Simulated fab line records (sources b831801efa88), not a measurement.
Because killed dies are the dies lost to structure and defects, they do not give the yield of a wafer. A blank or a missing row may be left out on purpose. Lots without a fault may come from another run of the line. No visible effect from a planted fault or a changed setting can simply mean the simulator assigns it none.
Which tool did it? -- flow sky130 -- 24 lots, 72 wafers sampled, at 6 steps of a route of 708

WHAT THE GAUGES READ, wafer by wafer
Not one reading of a measure or inspect step in the record can be checked against a usual standard deviation.

WHICH TOOL RAN EACH LOT (tool, then ch and the chambers of the sampled wafers, then the start)
lot,SKY_CONTACT_CVD_24,SKY_METAL1_ETCH_18,SKY_VIA1_ETCH_15,SKY_METAL2_SPUTTER_00,SKY_METAL2_SPUTTER_01,SKY_CAPM_CVD_00
L074,"cvd-w-02 ch 0, day 32 03:58","rie-metal-02 ch 0,1, day 33 08:01","rie-diel-04 ch 1,2,3, day 34 12:15","pvd-sputter-01, day 34 13:41","pvd-sputter-01, day 34 13:43","pecvd-04 ch 0,2, day 36 21:33"
L075,"cvd-w-01 ch 0,1, day 32 07:19","rie-metal-02 ch 0,1, day 33 11:29","rie-diel-03 ch 1,2,3, day 34 15:53","pvd-sputter-02, day 34 17:09","pvd-sputter-02, day 34 17:10","pecvd-04 ch 0,1,2, day 37 00:59"
L076,"cvd-w-01 ch 0,1, day 32 11:33","rie-metal-04 ch 0,1, day 33 15:23","rie-diel-01 ch 0,2,3, day 34 18:48","pvd-sputter-01, day 34 20:05","pvd-sputter-01, day 34 20:06","pecvd-01 ch 0,1,2, day 37 03:39"
L077,"cvd-w-02 ch 0, day 32 14:34","rie-metal-02 ch 0,1, day 33 17:30","rie-diel-01 ch 0,2, day 34 21:05","pvd-sputter-01, day 34 22:21","pvd-sputter-01, day 34 22:23","pecvd-04 ch 0,1,2, day 37 06:03"
L078,"cvd-w-01 ch 0,1, day 32 16:07","rie-metal-03 ch 0,1, day 33 19:07","rie-diel-01 ch 1,2,3, day 34 23:36","pvd-sputter-02, day 35 00:55","pvd-sputter-02, day 35 00:56","pecvd-01 ch 0,2, day 37 08:36"
L080,"cvd-w-02 ch 0,1, day 33 15:44","rie-metal-02 ch 0,1, day 34 18:18","rie-diel-01 ch 0,2, day 35 21:46","pvd-sputter-04, day 35 23:06","pvd-sputter-04, day 35 23:07","pecvd-01 ch 0,1, day 38 05:49"
L079,"cvd-w-02 ch 0,1, day 33 17:37","rie-metal-03 ch 0,1, day 34 19:47","rie-diel-01 ch 0,1,2, day 35 23:29","pvd-sputter-01, day 36 00:52","pvd-sputter-01, day 36 00:53","pecvd-04 ch 0,1, day 38 08:10"
L081,"cvd-w-02 ch 0,1, day 33 21:44","rie-metal-04 ch 0,1, day 35 01:13","rie-diel-01 ch 1,3, day 36 04:41","pvd-sputter-04, day 36 05:57","pvd-sputter-04, day 36 05:58","pecvd-01 ch 0,1,2, day 38 12:41"
L082,"cvd-w-02 ch 0,1, day 34 04:49","rie-metal-02 ch 0,1, day 35 07:25","rie-diel-01 ch 1,2,3, day 36 11:31","pvd-sputter-01, day 36 12:47","pvd-sputter-01, day 36 12:49","pecvd-01 ch 1,2, day 38 19:25"
L083,"cvd-w-01 ch 0,1, day 34 16:19","rie-metal-02 ch 0,1, day 35 19:34","rie-diel-04 ch 0,1,3, day 36 23:21","pvd-sputter-04, day 37 00:43","pvd-sputter-04, day 37 00:44","pecvd-04 ch 0,1,2, day 39 06:13"
L084,"cvd-w-01 ch 0,1, day 35 04:33","rie-metal-02 ch 0,1, day 36 07:33","rie-diel-01 ch 0,1,3, day 37 10:34","pvd-sputter-01, day 37 11:50","pvd-sputter-01, day 37 11:52","pecvd-01 ch 0,2, day 39 16:29"
L085,"cvd-w-02 ch 0,1, day 35 14:58","rie-metal-03 ch 0,1, day 36 17:43","rie-diel-03 ch 0,1,3, day 37 20:41","pvd-sputter-02, day 37 22:04","pvd-sputter-02, day 37 22:05","pecvd-03 ch 1,2, day 40 03:57"
L086,"cvd-w-01 ch 0,1, day 35 20:14","rie-metal-03 ch 0,1, day 36 23:20","rie-diel-01 ch 0,1, day 38 02:11","pvd-sputter-02, day 38 03:27","pvd-sputter-02, day 38 03:28","pecvd-03 ch 1,2, day 40 08:52"
L087,"cvd-w-02 ch 0,1, day 36 02:13","rie-metal-04 ch 0,1, day 37 05:23","rie-diel-01 ch 0,3, day 38 08:22","pvd-sputter-02, day 38 09:40","pvd-sputter-02, day 38 09:42","pecvd-03 ch 0,1,2, day 40 14:23"
L088,"cvd-w-02 ch 0,1, day 36 05:05","rie-metal-03 ch 0,1, day 37 08:25","rie-diel-01 ch 0,1,3, day 38 11:28","pvd-sputter-02, day 38 12:50","pvd-sputter-02, day 38 12:51","pecvd-03 ch 0,1,2, day 40 17:01"
L089,"cvd-w-01 ch 0,1, day 36 10:25","rie-metal-03 ch 0,1, day 37 13:19","rie-diel-01 ch 0,1,2, day 38 16:21","pvd-sputter-01, day 38 17:38","pvd-sputter-01, day 38 17:40","pecvd-01 ch 0,1,2, day 40 21:35"
L090,"cvd-w-02 ch 0,1, day 36 21:50","rie-metal-02 ch 0,1, day 38 00:28","rie-diel-04 ch 0,1, day 39 03:00","pvd-sputter-04, day 39 04:18","pvd-sputter-04, day 39 04:19","pecvd-01 ch 0,1,2, day 41 07:43"
L091,"cvd-w-02 ch 0, day 37 00:34","rie-metal-02 ch 0,1, day 38 03:34","rie-diel-04 ch 0,1,3, day 39 05:52","pvd-sputter-01, day 39 07:10","pvd-sputter-01, day 39 07:11","pecvd-04 ch 0,2, day 41 11:17"
L092,"cvd-w-01 ch 0,1, day 37 14:53","rie-metal-04 ch 0,1, day 38 17:07","rie-diel-04 ch 0,2,3, day 39 19:18","pvd-sputter-04, day 39 20:34","pvd-sputter-04, day 39 20:36","pecvd-04 ch 0,1, day 41 23:51"
L093,"cvd-w-02 ch 0,1, day 38 00:17","rie-metal-02 ch 0,1, day 39 02:40","rie-diel-01 ch 0,2,3, day 40 03:49","pvd-sputter-04, day 40 05:05","pvd-sputter-04, day 40 05:07","pecvd-04 ch 0,1,2, day 42 08:08"
L094,"cvd-w-01 ch 0,1, day 38 00:58","rie-metal-04 ch 0,1, day 39 02:42","rie-diel-04 ch 1,2,3, day 40 04:46","pvd-sputter-01, day 40 06:02","pvd-sputter-01, day 40 06:04","pecvd-01 ch 0,1,2, day 42 09:21"
L095,"cvd-w-02 ch 0,1, day 38 08:02","rie-metal-04 ch 0,1, day 39 10:21","rie-diel-04 ch 0,1, day 40 12:02","pvd-sputter-04, day 40 13:20","pvd-sputter-04, day 40 13:22","pecvd-04 ch 1,2, day 42 16:20"
L096,"cvd-w-01 ch 1, day 38 10:21","rie-metal-04 ch 1, day 39 12:05","rie-diel-04 ch 1,2, day 40 14:01","pvd-sputter-04, day 40 15:17","pvd-sputter-04, day 40 15:19","pecvd-03 ch 0,2, day 42 17:48"
L097,"cvd-w-01 ch 0,1, day 38 21:10","rie-metal-04 ch 0,1, day 39 23:21","rie-diel-01 ch 0,1, day 41 01:08","pvd-sputter-02, day 41 02:24","pvd-sputter-02, day 41 02:25","pecvd-01 ch 1,2, day 43 04:51"
- SKY_CONTACT_CVD_24: deposits W, target thk 340 nm, time 102.12 s.
- SKY_METAL1_ETCH_18: etches BARC in N2/H2, stops on SiO2, time 45.9 s, target depth 60 nm.
- SKY_VIA1_ETCH_15: etches SiO2 in C4F8/O2/Ar, stops on TiN, target depth 351 nm, time 54 s.
- SKY_METAL2_SPUTTER_00: material Ti, target thk 15 nm, time 10 s.
- SKY_METAL2_SPUTTER_01: material TiN, target thk 20 nm, time 16.7 s.
- SKY_CAPM_CVD_00: deposits SiO2, target thk 15.5 nm.

AS READ BY THE TOOLS THEMSELVES (means over the sampled wafers that have a number; for cases with no such wafer, the mark the record gives instead)
SKY_CONTACT_CVD_24.
lot,tool,heater-power-w (W)
L074,cvd-w-02,951
L075,cvd-w-01,854
L076,cvd-w-01,843
L077,cvd-w-02,946
L078,cvd-w-01,839
L080,cvd-w-02,879
L079,cvd-w-02,814
L081,cvd-w-02,814
L082,cvd-w-02,821
L083,cvd-w-01,856
L084,cvd-w-01,868
L085,cvd-w-02,815
L086,cvd-w-01,847
L087,cvd-w-02,885
L088,cvd-w-02,821
L089,cvd-w-01,861
L090,cvd-w-02,885
L091,cvd-w-02,961
L092,cvd-w-01,870
L093,cvd-w-02,818
L094,cvd-w-01,874
L095,cvd-w-02,882
L096,cvd-w-01,883
L097,cvd-w-01,888

SKY_METAL1_ETCH_18.
lot,tool,drypump-motor-current-A (A),n2-flow-sccm (sccm),oes-product-au (a.u.),throttle-valve-pct (%)
L074,rie-metal-02,5.2,100.15,0.857,13.232
L075,rie-metal-02,5.2,100.18,0.854,13.224
L076,rie-metal-04,5.2,99.72,0.858,13.229
L077,rie-metal-02,5.2,99.61,0.855,13.232
L078,rie-metal-03,6.1,99.89,0.851,13.229
L080,rie-metal-02,5.2,100.02,0.849,13.228
L079,rie-metal-03,5.6,100.09,0.859,13.223
L081,rie-metal-04,5.6,99.62,0.855,13.223
L082,rie-metal-02,5.2,100.17,0.859,13.219
L083,rie-metal-02,5.2,100.00,0.854,13.224
L084,rie-metal-02,5.2,99.82,0.856,13.230
L085,rie-metal-03,6.1,99.97,0.857,13.226
L086,rie-metal-03,6.1,99.75,0.851,13.228
L087,rie-metal-04,5.2,99.86,0.857,13.229
L088,rie-metal-03,6.2,99.93,0.854,13.222
L089,rie-metal-03,6.1,100.04,0.856,13.224
L090,rie-metal-02,5.2,99.85,0.854,13.233
L091,rie-metal-02,5.2,99.95,0.857,13.223
L092,rie-metal-04,5.6,100.04,0.853,13.223
L093,rie-metal-02,5.3,100.31,0.856,13.214
L094,rie-metal-04,5.2,99.85,0.857,13.229
L095,rie-metal-04,5.6,100.19,0.855,13.223
L096,rie-metal-04,4.7,100.01,0.860,13.219
L097,rie-metal-04,5.2,99.98,0.857,13.227

SKY_VIA1_ETCH_15.
lot,tool,oes-product-au (a.u.)
L074,rie-diel-04,0.980
L075,rie-diel-03,0.972
L076,rie-diel-01,0.979
L077,rie-diel-01,0.985
L078,rie-diel-01,0.983
L080,rie-diel-01,0.991
L079,rie-diel-01,0.987
L081,rie-diel-01,0.974
L082,rie-diel-01,0.981
L083,rie-diel-04,0.978
L084,rie-diel-01,0.983
L085,rie-diel-03,0.980
L086,rie-diel-01,0.980
L087,rie-diel-01,0.981
L088,rie-diel-01,0.982
L089,rie-diel-01,0.980
L090,rie-diel-04,0.975
L091,rie-diel-04,0.981
L092,rie-diel-04,0.983
L093,rie-diel-01,0.984
L094,rie-diel-04,0.983
L095,rie-diel-04,0.986
L096,rie-diel-04,0.980
L097,rie-diel-01,0.984

SKY_METAL2_SPUTTER_00.
lot,tool,throttle-valve-pct (%)
L074,pvd-sputter-01,30.8
L075,pvd-sputter-02,28.9
L076,pvd-sputter-01,31.2
L077,pvd-sputter-01,30.9
L078,pvd-sputter-02,29.7
L080,pvd-sputter-04,31.5
L079,pvd-sputter-01,31.2
L081,pvd-sputter-04,30.7
L082,pvd-sputter-01,30.6
L083,pvd-sputter-04,31.5
L084,pvd-sputter-01,31.1
L085,pvd-sputter-02,28.9
L086,pvd-sputter-02,28.8
L087,pvd-sputter-02,28.8
L088,pvd-sputter-02,29.7
L089,pvd-sputter-01,30.9
L090,pvd-sputter-04,30.7
L091,pvd-sputter-01,30.9
L092,pvd-sputter-04,30.9
L093,pvd-sputter-04,30.0
L094,pvd-sputter-01,31.0
L095,pvd-sputter-04,31.2
L096,pvd-sputter-04,31.7
L097,pvd-sputter-02,29.9

SKY_METAL2_SPUTTER_01.
lot,tool,throttle-valve-pct (%)
L074,pvd-sputter-01,30.6
L075,pvd-sputter-02,28.9
L076,pvd-sputter-01,31.1
L077,pvd-sputter-01,30.9
L078,pvd-sputter-02,29.7
L080,pvd-sputter-04,31.5
L079,pvd-sputter-01,31.2
L081,pvd-sputter-04,30.8
L082,pvd-sputter-01,30.8
L083,pvd-sputter-04,31.6
L084,pvd-sputter-01,30.8
L085,pvd-sputter-02,28.8
L086,pvd-sputter-02,28.8
L087,pvd-sputter-02,28.7
L088,pvd-sputter-02,29.8
L089,pvd-sputter-01,30.8
L090,pvd-sputter-04,30.8
L091,pvd-sputter-01,31.0
L092,pvd-sputter-04,30.8
L093,pvd-sputter-04,30.1
L094,pvd-sputter-01,31.0
L095,pvd-sputter-04,31.4
L096,pvd-sputter-04,31.7
L097,pvd-sputter-02,30.1

SKY_CAPM_CVD_00.
lot,tool,heater-power-w (W)
L074,pecvd-04,628
L075,pecvd-04,712
L076,pecvd-01,688
L077,pecvd-04,733
L078,pecvd-01,686
L080,pecvd-01,578
L079,pecvd-04,686
L081,pecvd-01,622
L082,pecvd-01,618
L083,pecvd-04,694
L084,pecvd-01,665
L085,pecvd-03,698
L086,pecvd-03,752
L087,pecvd-03,824
L088,pecvd-03,778
L089,pecvd-01,660
L090,pecvd-01,653
L091,pecvd-04,612
L092,pecvd-04,719
L093,pecvd-04,690
L094,pecvd-01,675
L095,pecvd-04,717
L096,pecvd-03,906
L097,pecvd-01,697

THE ANSWER, worked out from the rows above alone
Rule: the lots themselves supply what counts as usual. Put in order of their means at a reading, lots are off if they are a third of the lots or fewer, leave a main group of 4 or more, and stand apart from it by a gap of 3 or more times the standard deviation of the main group's means; of several such gaps the widest counts. The tables above print the reading to a certain number of digits; a main group whose means all agree to those digits is not used. Also off: a lot with no number at a reading for which 4 or more lots have one. All remaining lots with rows at the step are treated as sound. Order of review: gauges by route order, followed by the tools' own readings, for which a lot's mean as printed above is used. The first step at which some lot is off is used, and at that step the reading that is off furthest; a lot without a number counts as furthest.
None of the lots is off at any reading shown; this tells nothing.

WHAT HAD BEEN PUT IN BY THE SIMULATOR
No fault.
